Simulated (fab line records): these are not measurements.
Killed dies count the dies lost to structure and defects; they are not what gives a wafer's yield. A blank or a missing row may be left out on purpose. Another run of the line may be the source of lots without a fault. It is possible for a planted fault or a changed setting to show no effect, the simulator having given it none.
fab line records	flow sky130
[record] lots = 7	wafers = 21	last-day = 50
route steps=708 shown NWELL@59 PAD_OPEN@708
lots with no fault: from the same line, run without faults
start-h: start of the lot's first displayed wafer, in hours after the record's first day	wait-h: time in hours since the lot's previous step	" same as the row above	L1.1+2: one row covering several wafers at once	- either no value or no given start	* or withheld: withheld	< > ~ a bound
route shown NAME@n: a module of which the file shows steps, and the number in the route of the first	usual: average and standard deviation across the fault-free wafers	same: alike in all rows	chamber/n: place in a boat	sites: per-site readings	_std_site: standard deviation of those values	_edge_site: outer sites' mean less inner sites'	radius-mm: for every site, how far away it sits from the centre of the wafer	mask NAME#n: copy n	behind: tool/chamber where the wafer was last shaped	hold: what put the lot on hold/how long, in hours/how the hold closed	device: whichever transistor did not switch (one of n, p or np)	end of line: the tests these same wafers got at the end of their route	step lacking rows: just its recipe	killed: dies lost to structure and defects at the first sort, not the wafer's yield	map: shows each die of a wafer: x if killed, . if not, _ if none is there
set.NAME: setting as actually run; set.NAME@STEP: the setting as run at that earlier step	model.NAME: the simulator's own value behind a step, which no gauge read
lots at selected steps of the route; one table per step, one row per wafer
services: when a tool's chamber went out of use (start-h, in hours from the record's first day, below 0 if earlier), for how many hours, and the reason
[[steps]]
[step SKY_NWELL_SOFTBAKE_06]
[recipe] temp-c = 110	time-s = withheld
[step SKY_NWELL_EXPOSE_07]
[recipe] mask-id = NWM	na = 0.6	source-shape = conventional	sigma-outer = 0.6	polarization = unpolarized	target-cd-nm = 840	dose-mj = 255
[step SKY_NWELL_PEB_08]
[recipe] temp-c = 115	time-s = withheld
[step SKY_NWELL_DEVELOP_09]
[recipe] wall-angle-deg = 90	developer = TMAH	develop-time-s = 60	dev-temp-c = 23
[step SKY_NWELL_OVL_MEAS_10]
[usual] NWELL_00_OVL = 0.7/1.2
lot.wafer	tool	chamber	start-h	wait-h	NWELL_00_OVL[nm]
L377.2	overlay-01	-	127.12	-	0.1
L377.3	"	-	"	"	0.9
L377.5	"	-	"	"	0.4
L386.3	overlay-01	-	178.41	-	2.0
L386.5	"	-	"	"	0.8
L386.6	"	-	"	"	1.2
L387.3	overlay-02	-	182.16	-	1.6
L387.5	"	-	"	"	2.6
L387.6	"	-	"	"	1.2
L388.3	overlay-02	-	188.93	-	2.5
L388.4	"	-	"	"	2.0
L388.5	"	-	"	"	4.1
L391.3	overlay-02	-	206.66	-	0.0
L391.4	"	-	"	"	0.2
L391.6	"	-	"	"	0.4
L392.1	overlay-02	-	223.57	-	-0.6
L392.3	"	-	"	"	-0.9
L392.4	"	-	"	"	-0.6
L393.3	overlay-02	-	224.81	-	1.3
L393.4	"	-	"	"	0.5
L393.5	"	-	"	"	0.6
[step SKY_NWELL_IMPLANT_11]
[recipe] species = P	energy-kev = 400	dose-cm2 = 1.9e+13	tilt-deg = withheld
[step SKY_NWELL_IMPLANT_12]
[recipe] species = P	energy-kev = 120	dose-cm2 = 1.3e+12	tilt-deg = withheld
[step SKY_NWELL_IMPLANT_13]
[recipe] species = P	energy-kev = 50	dose-cm2 = 7e+11	tilt-deg = withheld
[step SKY_NWELL_STRIP_14]
[recipe] chemistry = O2/N2	power-w = 1400	pressure-mtorr = 1500	platen-temp-c = withheld	o2-flow-sccm = 3000	n2-flow-sccm = 300	overash-fraction = 0.5
[usual] drypump-motor-current-A = 5.6/0.32	oes-product-au = 0.722/0.0043	strip-time-to-endpoint-s = 36.89/0.12
lot.wafer	tool	chamber	start-h	wait-h	drypump-motor-current-A	oes-product-au	rf-hours-counter-h	strip-time-to-endpoint-s
L377.2	plasma-asher-04	1	127.60	0.1	5.9	0.719	43	36.84
L377.3	"	0	"	"	5.2	0.730	-	36.81
L377.5	"	1	"	"	5.9	0.719	-	36.98
L386.3	plasma-asher-04	0	178.91	0.1	5.2	0.722	-	36.76
L386.5	"	1	"	"	5.9	0.721	-	36.81
L386.6	"	0	"	"	5.2	0.712	-	36.90
L387.3	plasma-asher-04	0	182.66	0.1	5.2	0.724	-	36.74
L387.5	"	0	"	"	5.2	0.722	-	36.79
L387.6	"	1	"	"	5.9	0.721	-	36.67
L388.3	plasma-asher-02	1	189.43	0.1	5.7	0.716	-	37.03
L388.4	"	0	"	"	6.0	0.725	-	36.92
L388.5	"	1	"	"	5.8	0.732	-	36.96
L391.3	plasma-asher-02	1	207.16	0.1	5.7	0.718	-	36.86
L391.4	"	0	"	"	6.0	0.729	-	36.90
L391.6	"	1	"	"	5.7	0.717	-	36.80
L392.1	plasma-asher-04	1	224.05	0.1	5.9	0.726	52	36.96
L392.3	"	1	"	"	5.9	0.724	-	37.06
L392.4	"	0	"	"	5.2	0.727	-	37.03
L393.3	plasma-asher-04	0	225.31	0.1	5.2	0.728	-	36.90
L393.4	"	1	"	"	5.9	0.724	-	37.02
L393.5	"	0	"	"	5.2	0.721	-	36.96
[step SKY_NWELL_TW_MEAS_15]
[usual] NWELL_TW = 1834/20
lot.wafer	tool	chamber	start-h	wait-h	NWELL_TW
L377.2	film-metro-02	-	127.71	0.1	1813
L377.3	"	-	"	"	1804
L377.5	"	-	"	"	1815
L386.3	film-metro-03	-	179.00	0.1	1827
L386.5	"	-	"	"	1823
L386.6	"	-	"	"	1823
L387.3	film-metro-03	-	182.75	0.1	1841
L387.5	"	-	"	"	1825
L387.6	"	-	"	"	1819
L388.3	film-metro-01	-	189.52	0.1	1873
L388.4	"	-	"	"	1880
L388.5	"	-	"	"	1874
L391.3	film-metro-01	-	207.25	0.1	1859
L391.4	"	-	"	"	1868
L391.6	"	-	"	"	1869
L392.1	film-metro-02	-	224.15	0.1	1826
L392.3	"	-	"	"	1837
L392.4	"	-	"	"	1841
L393.3	film-metro-03	-	225.40	0.1	1826
L393.4	"	-	"	"	1828
L393.5	"	-	"	"	1824
[step SKY_NWELL_DEHYDRATE_16]
[recipe] temp-c = 200	time-s = 60
[step SKY_NWELL_HMDS_17]
[recipe] prime-time-s = 60	prime-temp-c = 120
[step SKY_NWELL_COAT_18]
[recipe] spin-rpm = 2000	resist-thk-nm = 3000
[usual] chill-plate-temp-C = 23.01/0.095	dispense-pressure-kPa = 49.1/1.4	spin-speed-rpm = 2000.1/1.4
lot.wafer	tool	chamber	start-h	wait-h	chill-plate-temp-C	dispense-pressure-kPa	spin-speed-rpm
L377.2	litho-track-04	0	137.12	0.1	23.01	47.5	1999.8
L377.3	"	0	"	"	23.15	47.5	2000.1
L377.5	"	0	"	"	22.98	47.5	2001.2
L386.3	litho-track-04	-	189.04	0.1	-	-	-
L386.5	"	-	"	"	-	-	-
L386.6	"	-	"	"	-	-	-
L387.3	litho-track-01	-	192.99	0.1	-	-	-
L387.5	"	-	"	"	-	-	-
L387.6	"	-	"	"	-	-	-
L388.3	litho-track-01	-	199.59	0.1	-	-	-
L388.4	"	-	"	"	-	-	-
L388.5	"	-	"	"	-	-	-
L391.3	litho-track-01	0	218.09	0.1	23.06	49.2	1999.6
L391.4	"	0	"	"	23.10	49.2	1998.2
L391.6	"	0	"	"	22.87	49.2	2000.2
L392.1	litho-track-01	0	234.69	0.1	23.06	49.2	1998.6
L392.3	"	0	"	"	22.92	49.2	1997.2
L392.4	"	0	"	"	22.95	49.2	1997.3
L393.3	litho-track-02	0	236.57	0.1	23.04	51.7	2000.8
L393.4	"	0	"	"	22.85	51.7	1995.7
L393.5	"	0	"	"	23.07	51.7	2001.2
[step SKY_NWELL_SOFTBAKE_19]
[recipe] temp-c = 110	time-s = withheld
[step SKY_NWELL_EXPOSE_20]
[recipe] mask-id = NWM_COMPLEMENT	na = 0.6	source-shape = conventional	sigma-outer = 0.6	polarization = unpolarized	target-cd-nm = 840	dose-mj = 260
[step SKY_NWELL_PEB_21]
[recipe] temp-c = 115	time-s = withheld
[step SKY_NWELL_DEVELOP_22]
[recipe] wall-angle-deg = 90	developer = TMAH	develop-time-s = 60	dev-temp-c = 23
[step SKY_NWELL_OVL_MEAS_23]
[usual] NWELL_01_OVL = -0.2/1.2
lot.wafer	tool	chamber	start-h	wait-h	NWELL_01_OVL[nm]
L377.2	overlay-01	-	147.12	-	-0.3
L377.3	"	-	"	"	-2.0
L377.5	"	-	"	"	-1.9
L386.3	overlay-01	-	199.58	-	-
L386.5	"	-	"	"	-
L386.6	"	-	"	"	-
L387.3	overlay-01	-	203.71	-	-
L387.5	"	-	"	"	-
L387.6	"	-	"	"	-
L388.3	overlay-02	-	210.21	-	-
L388.4	"	-	"	"	-
L388.5	"	-	"	"	-
L391.3	overlay-02	-	229.96	-	-0.1
L391.4	"	-	"	"	0.4
L391.6	"	-	"	"	-1.1
L392.1	overlay-02	-	247.24	-	1.0
L392.3	"	-	"	"	0.6
L392.4	"	-	"	"	0.5
L393.3	overlay-02	-	248.53	-	0.4
L393.4	"	-	"	"	0.1
L393.5	"	-	"	"	0.9
[step SKY_NWELL_IMPLANT_24]
[recipe] species = B	energy-kev = 140	dose-cm2 = 9.2e+12	tilt-deg = withheld
[step SKY_PAD_OPEN_PROBE_99]
[usual] killed_at_M0_to_M3 = 44/7.1	killed_at_M4_up = 3.5/2	killed-at-contacts = 24/5.3	killed-at-front-end = 15/4.8	killed-at-other = 0.1/0.35	killed-dies = 86/9.3	killed-on-rim = 17/4	killed-open = 47/7.8	killed-short = 39/5.9
[same] gross-dies = 492	killed-at-back-side = 0
lot.wafer	tool	chamber	start-h	wait-h	killed_at_M0_to_M3	killed_at_M4_up	killed-at-contacts	killed-at-front-end	killed-at-other	killed-dies	killed-on-rim	killed-open	killed-short
L377.2	prober-01	-	1122.88	0.1	53	7	15	12	1	88	19	48	40
L377.3	prober-01	-	1122.93	0.2	35	5	32	14	0	86	11	47	39
L377.5	prober-01	-	1123.03	0.2	57	0	24	17	0	98	14	62	36
L386.3	prober-02	-	1169.81	0.2	35	5	23	428	1	492	96	44	32
L386.5	prober-02	-	1169.91	0.2	32	5	14	440	1	492	96	33	33
L386.6	prober-02	-	1169.96	0.2	36	2	28	426	0	492	96	47	33
L387.3	prober-01	-	1174.53	0.2	47	6	27	412	0	492	96	65	32
L387.5	prober-01	-	1174.63	0.2	52	1	21	417	1	492	96	60	31
L387.6	prober-01	-	1174.68	0.2	41	5	30	416	0	492	96	47	38
L388.3	prober-02	-	1175.36	0.2	48	3	35	406	0	492	96	59	35
L388.4	prober-02	-	1175.41	0.2	39	7	19	427	0	492	96	29	46
L388.5	prober-02	-	1175.46	0.2	46	6	23	417	0	492	96	47	36
L391.3	prober-02	-	1190.10	0.2	43	4	22	19	0	88	16	48	40
L391.4	prober-02	-	1190.15	0.2	50	4	23	16	0	93	18	43	50
L391.6	prober-02	-	1190.25	0.2	52	3	35	24	0	114	19	63	51
L392.1	prober-02	-	1204.04	0.1	55	0	19	13	0	87	17	58	29
L392.3	prober-02	-	1204.14	0.2	53	1	22	24	0	100	19	61	39
L392.4	prober-02	-	1204.19	0.2	45	7	18	31	0	101	21	56	45
// killed by level:class
L377.2 VIA1:geometric-particle:open=15 VIA3:geometric-particle:open=8 FIELD_ISO:geometric-particle:short=7 VIA1:geometric-particle:short=7 METAL4:geometric-particle:short=6 LI_CONTACT:geometric-particle:open=5 METAL1:geometric-particle:short=5 CONTACT:geometric-particle:open=5
L377.3 CONTACT:geometric-particle:open=12 VIA1:geometric-particle:open=11 METAL1:geometric-particle:short=8 LI_CONTACT:geometric-particle:open=7 LOCAL_INTERCONNECT:geometric-particle:short=6 VIA1:geometric-particle:short=6 FIELD_ISO:geometric-particle:open=5 CONTACT:geometric-particle:short=5
L377.5 VIA1:geometric-particle:open=17 VIA2:geometric-particle:open=12 CONTACT:geometric-particle:open=11 VIA3:geometric-particle:open=9 METAL1:geometric-particle:short=7 POLY_GATE:geometric-particle:short=6 LI_CONTACT:geometric-particle:open=6 FIELD_ISO:geometric-particle:short=5
L386.3 NWELL:area-expose=416 LI_CONTACT:geometric-particle:open=11 VIA2:geometric-particle:open=6 FIELD_ISO:geometric-particle:open=5 VIA3:geometric-particle:open=5 CONTACT:geometric-particle:short=5 VIA1:geometric-particle:open=5 METAL2:geometric-particle:short=4
L386.5 NWELL:area-expose=426 CONTACT:geometric-particle:open=8 VIA1:geometric-particle:open=7 VIA2:geometric-particle:open=6 FIELD_ISO:geometric-particle:short=5 VIA2:geometric-particle:short=4 METAL4:geometric-particle:short=4 SPACER:geometric-particle:open=3
L386.6 NWELL:area-expose=412 LI_CONTACT:geometric-particle:open=9 VIA1:geometric-particle:open=9 CONTACT:geometric-particle:open=8 CONTACT:geometric-particle:short=6 METAL2:geometric-particle:short=6 VIA2:geometric-particle:open=5 FIELD_ISO:geometric-particle:short=4
L387.3 NWELL:area-expose=395 VIA3:geometric-particle:open=13 VIA2:geometric-particle:open=11 LI_CONTACT:geometric-particle:open=11 VIA1:geometric-particle:open=10 CONTACT:geometric-particle:open=7 POLY_GATE:geometric-particle:open=4 LI_CONTACT:geometric-particle:short=4
L387.5 NWELL:area-expose=401 VIA1:geometric-particle:open=12 VIA3:geometric-particle:open=10 CONTACT:geometric-particle:open=9 VIA2:geometric-particle:open=8 POLY_GATE:geometric-particle:open=6 METAL2:geometric-particle:short=6 LI_CONTACT:geometric-particle:open=5
L387.6 NWELL:area-expose=407 VIA2:geometric-particle:open=9 CONTACT:geometric-particle:open=9 LI_CONTACT:geometric-particle:open=8 VIA1:geometric-particle:open=7 LOCAL_INTERCONNECT:geometric-particle:short=5 CONTACT:geometric-particle:short=5 VIA3:geometric-particle:open=5
L388.3 NWELL:area-expose=398 VIA1:geometric-particle:open=15 CONTACT:geometric-particle:open=13 VIA2:geometric-particle:open=10 METAL1:geometric-particle:short=7 VIA3:geometric-particle:open=7 LI_CONTACT:geometric-particle:short=6 LI_CONTACT:geometric-particle:open=5
L388.4 NWELL:area-expose=417 METAL1:geometric-particle:short=7 VIA3:geometric-particle:open=7 METAL2:geometric-particle:short=7 METAL4:geometric-particle:short=6 LOCAL_INTERCONNECT:geometric-particle:short=5 FIELD_ISO:geometric-particle:short=4 LI_CONTACT:geometric-particle:open=4
L388.5 NWELL:area-expose=409 CONTACT:geometric-particle:open=9 VIA3:geometric-particle:open=9 VIA1:geometric-particle:open=6 METAL1:geometric-particle:short=6 METAL2:geometric-particle:short=5 VIA3:geometric-particle:short=5 LI_CONTACT:geometric-particle:open=4
L391.3 VIA1:geometric-particle:open=11 VIA2:geometric-particle:open=9 METAL2:geometric-particle:short=7 CONTACT:geometric-particle:open=7 FIELD_ISO:geometric-particle:short=5 LI_CONTACT:geometric-particle:open=5 VIA2:geometric-particle:short=5 FIELD_ISO:geometric-particle:open=4
L391.4 VIA1:geometric-particle:open=13 VIA1:geometric-particle:short=9 CONTACT:geometric-particle:open=8 POLY_GATE:geometric-particle:short=7 LI_CONTACT:geometric-particle:open=7 METAL1:geometric-particle:short=7 CONTACT:geometric-particle:short=6 METAL3:geometric-particle:short=5
L391.6 VIA1:geometric-particle:open=17 CONTACT:geometric-particle:open=9 LI_CONTACT:geometric-particle:open=9 VIA2:geometric-particle:open=9 METAL2:geometric-particle:short=8 CONTACT:geometric-particle:short=8 LOCAL_INTERCONNECT:geometric-particle:short=7 POLY_GATE:geometric-particle:short=5
L392.1 VIA1:geometric-particle:open=16 CONTACT:geometric-particle:open=10 VIA3:geometric-particle:open=8 VIA2:geometric-particle:open=7 VIA1:geometric-particle:short=7 METAL1:geometric-particle:open=6 FIELD_ISO:geometric-particle:short=4 POLY_GATE:geometric-particle:open=4
L392.3 VIA1:geometric-particle:open=15 VIA3:geometric-particle:open=11 CONTACT:geometric-particle:open=9 FIELD_ISO:geometric-particle:open=7 POLY_GATE:geometric-particle:open=6 POLY_GATE:geometric-particle:short=5 LI_CONTACT:geometric-particle:short=5 LI_CONTACT:geometric-particle:open=5
L392.4 VIA1:geometric-particle:open=11 POLY_GATE:geometric-particle:short=10 VIA1:geometric-particle:short=9 CONTACT:geometric-particle:open=8 FIELD_ISO:geometric-particle:open=6 FIELD_ISO:geometric-particle:short=6 LI_CONTACT:geometric-particle:open=6 VIA2:geometric-particle:open=6
// map L386.3 (x killed, . not)
__________xxxxxxxxxx_________
________xxxxxxxxxxxxxx_______
______xxxxxxxxxxxxxxxxxx_____
_____xxxxxxxxxxxxxxxxxxxx____
____xxxxxxxxxxxxxxxxxxxxxx___
___xxxxxxxxxxxxxxxxxxxxxxxx__
__xxxxxxxxxxxxxxxxxxxxxxxxxx_
_xxxxxxxxxxxxxxxxxxxxxxxxxxxx
_xxxxxxxxxxxxxxxxxxxxxxxxxxxx
_xxxxxxxxxxxxxxxxxxxxxxxxxxxx
_xxxxxxxxxxxxxxxxxxxxxxxxxxxx
_xxxxxxxxxxxxxxxxxxxxxxxxxxxx
_xxxxxxxxxxxxxxxxxxxxxxxxxxxx
_xxxxxxxxxxxxxxxxxxxxxxxxxxxx
_xxxxxxxxxxxxxxxxxxxxxxxxxxxx
__xxxxxxxxxxxxxxxxxxxxxxxxxx_
___xxxxxxxxxxxxxxxxxxxxxxxx__
____xxxxxxxxxxxxxxxxxxxxxx___
_____xxxxxxxxxxxxxxxxxxxx____
______xxxxxxxxxxxxxxxxxx_____
________xxxxxxxxxxxxxx_______
__________xxxxxxxxxx_________
// map L387.3 (x killed, . not)
__________xxxxxxxxxx_________
________xxxxxxxxxxxxxx_______
______xxxxxxxxxxxxxxxxxx_____
_____xxxxxxxxxxxxxxxxxxxx____
____xxxxxxxxxxxxxxxxxxxxxx___
___xxxxxxxxxxxxxxxxxxxxxxxx__
__xxxxxxxxxxxxxxxxxxxxxxxxxx_
_xxxxxxxxxxxxxxxxxxxxxxxxxxxx
_xxxxxxxxxxxxxxxxxxxxxxxxxxxx
_xxxxxxxxxxxxxxxxxxxxxxxxxxxx
_xxxxxxxxxxxxxxxxxxxxxxxxxxxx
_xxxxxxxxxxxxxxxxxxxxxxxxxxxx
_xxxxxxxxxxxxxxxxxxxxxxxxxxxx
_xxxxxxxxxxxxxxxxxxxxxxxxxxxx
_xxxxxxxxxxxxxxxxxxxxxxxxxxxx
__xxxxxxxxxxxxxxxxxxxxxxxxxx_
___xxxxxxxxxxxxxxxxxxxxxxxx__
____xxxxxxxxxxxxxxxxxxxxxx___
_____xxxxxxxxxxxxxxxxxxxx____
______xxxxxxxxxxxxxxxxxx_____
________xxxxxxxxxxxxxx_______
__________xxxxxxxxxx_________
[[services]]
tool	chamber	start-h	hours	kind
plasma-asher-02	-	108.75	9.0	pm
plasma-asher-02	0	108.75	9.0	vent-cycle
plasma-asher-02	1	108.75	9.0	vent-cycle
plasma-asher-02	0	117.75	-	clean
plasma-asher-02	1	117.75	-	clean
plasma-asher-04	-	119.11	3.1	repair
plasma-asher-02	-	172.07	0.6	repair
[[key]]
[first-sign] step = SKY_NWELL_COAT_18	reading = tool-record	direction = missing
[effect] step = SKY_NWELL_OVL_MEAS_23	reading = NWELL_01_OVL	direction = missing
[effect] step = SKY_PAD_OPEN_PROBE_99	reading = killed-at-front-end	direction = up	sigmas = 84	usual = 15	struck = 421
[more-kills-born-at] SKY_NWELL_EXPOSE_20@iline-stepper-02 = 2478	SKY_NWELL_EXPOSE_20@iline-stepper-01 = 1203
met-at SKY_NWELL_COAT_18
struck-wafers L386.3,L386.5,L386.6,L387.3,L387.5,L387.6,L388.3,L388.4,L388.5
tester-left-out L386,L387,L388
onset-between 137.12 189.04
[fault] kind = skipped-step-whole	tool = litho-track-01,litho-track-04	chamber = -	onset-h = 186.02	steps = SKY_NWELL_COAT_18	scope = struck-lots-only
// tester-left-out: of these lots the tester's yield and bins aren't shown, on N5 and GAA mostly nor the transistor test; their killed dies are dies lost to structure and defects alone, not to doping, threshold or leakage, so they don't give the yield
